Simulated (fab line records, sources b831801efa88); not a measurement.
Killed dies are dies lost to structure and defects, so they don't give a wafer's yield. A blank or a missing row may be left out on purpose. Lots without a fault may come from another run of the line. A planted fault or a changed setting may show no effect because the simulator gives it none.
Chamber matching | flow sky130 | SKY_LI_CONTACT_CMP_24 on cmp-01: 4 sister chambers
The step polishes, stops on PSG, t overpolish 20 s, target thk 0 nm. 4 wafers are shown with their chamber, then 11 later ones without.

WAFERS WITH THEIR CHAMBER
wafer  | chamber | motor_current_A (A)
L090.3 | 3       | 9.3
L090.4 | 2       | 10.9
L089.6 | 1       | 13.6
L092.4 | 0       | 10.0

WAFERS WITHOUT THEIR CHAMBER
wafer  | motor_current_A (A)
L092.5 | 9.2
L092.6 | 11.4
L093.2 | 13.7
L093.5 | 11.9
L093.6 | 9.1
L095.1 | 9.0
L095.2 | 10.5
L095.5 | 10.8
L096.1 | 10.5
L096.3 | 13.7
L096.4 | 11.9

WHICH CHAMBER EACH WENT THROUGH
wafer  | from the rows above          | in truth
L092.5 | can't be placed: 3 or 0      | 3
L092.6 | can't be placed: 2 or 0      | 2
L093.2 | 1                            | 1
L093.5 | can't be placed: 2 or 1 or 0 | 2
L093.6 | can't be placed: 3 or 0      | 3
L095.1 | can't be placed: 3 or 0      | 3
L095.2 | can't be placed: 2 or 0 or 3 | 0
L095.5 | can't be placed: 2 or 0      | 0
L096.1 | can't be placed: 2 or 0 or 3 | 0
L096.3 | 1                            | 1
L096.4 | can't be placed: 2 or 1 or 0 | 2
Placed correctly: 2 of 11. Can't be placed from these rows: 9 (the true chamber is among the candidates in 9). Placed wrongly: 0.
How it was worked out, from the rows above alone: a wafer's distance from a chamber is the root of the sum, over the readings, of the square of ((its reading less the chamber's mean) divided by the reading's scatter). The wafer belongs to the nearest chamber; if the next one is less than 2 further off, it can't be placed. A chamber's mean is the mean of its shown wafers. The scatter: with one shown wafer a chamber, the root of the mean of the squares of how far each hidden wafer lies from its nearest shown one.
